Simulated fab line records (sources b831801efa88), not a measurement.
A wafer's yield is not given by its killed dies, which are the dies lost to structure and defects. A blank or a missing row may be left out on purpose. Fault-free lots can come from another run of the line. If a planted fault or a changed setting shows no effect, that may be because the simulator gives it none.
The tool behind it: which one? / flow gf180mcu / 21 wafers from 7 lots sampled at 2 of the route's 602 steps

== WHAT THE GAUGES SHOWED, per wafer ==
GF_HV_LDD_TW_MEAS_50.
lot=L976; measured=day 12 16:14; on=film metro-01; HV_LDD_4_TW=569 567 568
lot=L982; measured=day 14 18:06; on=film metro-04; HV_LDD_4_TW=703 702 700
lot=L989; measured=day 16 23:48; on=film metro-01; HV_LDD_4_TW=572 574 572
lot=L991; measured=day 17 18:50; on=film metro-04; HV_LDD_4_TW=563 558 564
lot=L993; measured=day 18 10:42; on=film metro-04; HV_LDD_4_TW=561 556 561
lot=L995; measured=day 19 01:35; on=film metro-01; HV_LDD_4_TW=571 571 570
lot=L998; measured=day 20 04:34; on=film metro-02; HV_LDD_4_TW=569 568 568

== WHICH TOOL RAN EACH LOT (tool, then ch and the chambers of the sampled wafers, then the start) ==
lot=L976; GF_HV_LDD_IMPLANT_48=implanter-02 ch 0, day 12 15:59
lot=L982; GF_HV_LDD_IMPLANT_48=implanter-02 ch 0, day 14 17:28
lot=L989; GF_HV_LDD_IMPLANT_48=implanter-01 ch 0, day 16 23:35
lot=L991; GF_HV_LDD_IMPLANT_48=implanter-01 ch 0, day 17 18:37
lot=L993; GF_HV_LDD_IMPLANT_48=implanter-04 ch 0, day 18 10:29
lot=L995; GF_HV_LDD_IMPLANT_48=implanter-01 ch 0, day 19 01:20
lot=L998; GF_HV_LDD_IMPLANT_48=implanter-01 ch 0, day 20 04:19
- GF_HV_LDD_IMPLANT_48

== THE ANSWER, worked out from the rows above alone ==
Rule: the lots themselves supply what counts as usual. The widest of any qualifying gaps counts: lots, ordered by their means at a reading, are off when they make up no more than a third of the lots, leave a main group of 4 or more, and stand apart from it by 3 or more times the standard deviation of that group's means. Not used: any main group whose means are identical at the precision the tables above print for the reading. A lot without any number at a reading at which 4 lots or more have one is off too. The other lots that the step has rows for count as sound.
Off: L982, at GF_HV_LDD_TW_MEAS_50 (HV_LDD_4_TW). The main group: mean 567, standard deviation 4.7.
If a tool, at a process step before that reading, ran all the lots that are off and no sound lot after the first of them, it fits. Those tools and the gauges at GF_HV_LDD_TW_MEAS_50 are tried in the same way. One candidate fits, namely implanter-02 at GF_HV_LDD_IMPLANT_48. A fault onset in the window from L976 (day 12 15:59, its last sound lot) to L982 (day 14 17:28, its first lot off) fits.

== WHAT THE SIMULATOR HAD PUT IN ==
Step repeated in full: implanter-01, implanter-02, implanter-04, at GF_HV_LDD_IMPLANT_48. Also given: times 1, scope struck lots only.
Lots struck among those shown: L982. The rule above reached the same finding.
